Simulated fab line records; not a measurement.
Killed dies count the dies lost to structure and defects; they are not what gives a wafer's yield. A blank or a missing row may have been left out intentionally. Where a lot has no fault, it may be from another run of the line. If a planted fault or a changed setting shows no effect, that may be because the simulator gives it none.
Which of the tools did it? | flow gf180mcu | 42 wafers from 14 lots sampled at 4 of the route's 602 steps

WHAT THE GAUGES SHOWED, per wafer
GF_STI_THK_MEAS_30. Usual: STI_OXIDATION_02_THK typically reads 10.01 nm, with standard deviation 0.19.
lot  | measured    | on            | STI_OXIDATION_02_THK (nm) | flag
L318 | day 2 08:50 | film metro-02 | 9.96 9.79 9.67            |
L319 | day 2 13:10 | film metro-03 | 9.88 9.86 10.00           |
L321 | day 2 23:55 | film metro-02 | 9.96 10.00 10.00          |
L323 | day 3 09:27 | film metro-01 | 10.23 10.19 10.01         |
L324 | day 3 13:40 | film metro-01 | 10.06 10.04 9.99          |
L325 | day 3 17:35 | film metro-01 | 9.95 10.11 10.28          |
L326 | day 3 23:14 | film metro-03 | 9.92 9.86 9.91            |
L334 | day 5 17:27 | film metro-03 | 10.43 10.48 10.49         |
L335 | day 5 21:32 | film metro-02 | 10.30 10.19 10.22         |
L336 | day 6 02:55 | film metro-02 | 9.95 9.98 9.76            |
L338 | day 6 14:52 | film metro-02 | 10.04 10.13 10.06         |
L339 | day 6 19:31 | film metro-01 | 9.74 9.75 9.74            |
L340 | day 6 23:01 | film metro-03 | 10.36 10.56 10.35         |
L341 | day 7 05:18 | film metro-02 | 10.16 10.08 10.06         |

GF_HV_LDD_OVL_MEAS_32. Usual: HV_LDD_02_OVL typically reads -0.3 nm, with standard deviation 1.3.
lot  | measured     | on         | HV_LDD_02_OVL (nm) | flag
L318 | day 11 15:46 | overlay-01 | 0.8 -2.4 1.1       |
L319 | day 11 22:52 | overlay-01 | 0.5 -0.8 0.3       |
L321 | day 12 12:34 | overlay-01 | -2.0 -0.7 -2.4     |
L323 | day 13 03:52 | overlay-01 | 0.0 -0.5 -0.2      |
L324 | day 13 13:22 | overlay-02 | -2.4 -1.3 -1.3     |
L325 | day 13 15:43 | overlay-02 | 2.5 0.5 2.5        |
L326 | day 14 02:32 | overlay-02 | -1.6 -0.1 -0.4     |
L334 | day 17 00:37 | overlay-02 | -2.5 -1.5 -0.3     |
L335 | day 17 01:52 | overlay-01 | -1.4 -2.1 -1.3     |
L336 | day 17 12:56 | overlay-02 | 0.5 1.0 -0.5       |
L338 | day 18 02:38 | overlay-01 | -1.0 -2.0 -0.2     |
L339 | day 18 11:49 | overlay-01 | 0.1 0.8 -0.9       |
L340 | day 18 14:18 | overlay-02 | -1.1 1.4 1.9       |
L341 | day 19 02:35 | overlay-02 | -0.6 0.8 -0.4      |

GF_CONTACT_BOW_MEAS_05. Usual: CONTACT_BOW typically reads 64 um, with standard deviation 6.4.
lot  | measured     | on            | CONTACT_BOW (um) | flag
L318 | day 15 07:25 | film metro-04 | 58 59 65         |
L319 | day 15 14:13 | film metro-03 | 74 67 61         |
L321 | day 16 06:07 | film metro-03 | 65 68 69         |
L323 | day 17 03:11 | film metro-01 | 71 60 65         |
L324 | day 17 10:08 | film metro-04 | 73 67 70         |
L325 | day 17 14:43 | film metro-04 | 63 67 60         |
L326 | day 18 02:26 | film metro-04 | 60 53 55         |
L334 | day 21 05:12 | film metro-03 | 71 64 59         |
L335 | day 21 09:54 | film metro-01 | 67 66 60         |
L336 | day 21 20:54 | film metro-01 | 74 73 60         |
L338 | day 22 10:02 | film metro-01 | 67 73 60         |
L339 | day 22 19:08 | film metro-03 | 57 63 65         |
L340 | day 22 20:38 | film metro-01 | 64 62 71         |
L341 | day 23 07:50 | film metro-03 | 60 53 66         |

TOOL THAT RAN EACH LOT (tool first, then ch and the chambers of the sampled wafers, then the start)
lot  | GF_VT_IMPLANT_STRIP_31
L318 | plasma asher-02 ch 0,1, day 7 00:01
L319 | plasma asher-02 ch 0,1, day 7 05:14
L321 | plasma asher-04 ch 1, day 7 17:37
L323 | plasma asher-01 ch 0, day 8 05:52
L324 | plasma asher-01 ch 0,1, day 8 12:59
L325 | plasma asher-02 ch 0,1, day 8 17:19
L326 | plasma asher-01 ch 0,1, day 9 00:49
L334 | plasma asher-04 ch 0, day 11 10:04
L335 | plasma asher-02 ch 0,1, day 11 10:22
L336 | plasma asher-01 ch 0,1, day 11 19:34
L338 | plasma asher-01 ch 0, day 12 09:07
L339 | plasma asher-02 ch 0,1, day 12 16:19
L340 | plasma asher-01 ch 0,1, day 12 21:37
L341 | plasma asher-02 ch 0,1, day 13 04:31
- GF_VT_IMPLANT_STRIP_31: strips in O2/N2.

WHAT THE TOOLS THEMSELVES READ (means of the sampled wafers that have a number; where no wafer has one, the mark that the record gives instead)
GF_VT_IMPLANT_STRIP_31. Usual: chamber pressure mTorr 1500.0 mTorr, standard deviation 1.3; drypump motor current A 5.7 A, standard deviation 0.38; heater power w 318 W, standard deviation 32; oes product au 0.716 a.u., standard deviation 0.0049; strip time to endpoint s 12.63 s, standard deviation 0.047.
lot  | tool            | chamber pressure mTorr (mTorr) | drypump motor current A (A) | heater power w (W) | oes product au (a.u.) | strip time to endpoint s (s) | flag
L318 | plasma asher-02 | 1500.4                         | 5.1                         | 292                | 0.717                 | 12.58                        |
L319 | plasma asher-02 | 1499.5                         | 5.2                         | 295                | 0.717                 | 12.68                        |
L321 | plasma asher-04 | 1500.1                         | 5.7                         | 314                | 0.718                 | 12.59                        |
L323 | plasma asher-01 | 1499.5                         | 6.1                         | 296                | 0.717                 | 12.74                        |
L324 | plasma asher-01 | 1799.5                         | 6.1                         | 305                | 0.732                 | 12.07                        | OFF
L325 | plasma asher-02 | 1501.4                         | 5.2                         | 295                | 0.716                 | 12.66                        |
L326 | plasma asher-01 | 1800.0                         | 6.1                         | 316                | 0.737                 | 12.14                        | OFF
L334 | plasma asher-04 | 1500.2                         | 5.8                         | 381                | 0.717                 | 12.65                        |
L335 | plasma asher-02 | 1500.0                         | 5.2                         | 293                | 0.717                 | 12.62                        |
L336 | plasma asher-01 | 1500.2                         | 6.1                         | 305                | 0.713                 | 12.63                        |
L338 | plasma asher-01 | 1500.4                         | 6.0                         | 293                | 0.717                 | 12.63                        |
L339 | plasma asher-02 | 1500.5                         | 5.2                         | 294                | 0.715                 | 12.64                        |
L340 | plasma asher-01 | 1499.3                         | 6.1                         | 314                | 0.719                 | 12.63                        |
L341 | plasma asher-02 | 1498.1                         | 5.2                         | 291                | 0.715                 | 12.62                        |

THE ANSWER, worked out from the rows above alone
Rule: lot off if the mean of its wafers having a number is beyond 3 standard deviations from the usual mean. A lot without any number at a reading at which 4 lots or more have one is off too. Any other lot the step has rows for is counted as sound. Order of review: gauges by route order, followed by the tools' own readings, for which a lot's mean as printed above is used. The first step at which some lot is off is used, and at that step the reading that is off furthest; a lot without a number counts as furthest.
Off: L324, L326, at GF_VT_IMPLANT_STRIP_31 (chamber pressure mTorr).
A tool fits if, at that step or a process step before it, it ran every lot that is off, and no sound lot after the first of them. Not one of the candidates tried fits.

WHAT THE SIMULATOR PUT IN
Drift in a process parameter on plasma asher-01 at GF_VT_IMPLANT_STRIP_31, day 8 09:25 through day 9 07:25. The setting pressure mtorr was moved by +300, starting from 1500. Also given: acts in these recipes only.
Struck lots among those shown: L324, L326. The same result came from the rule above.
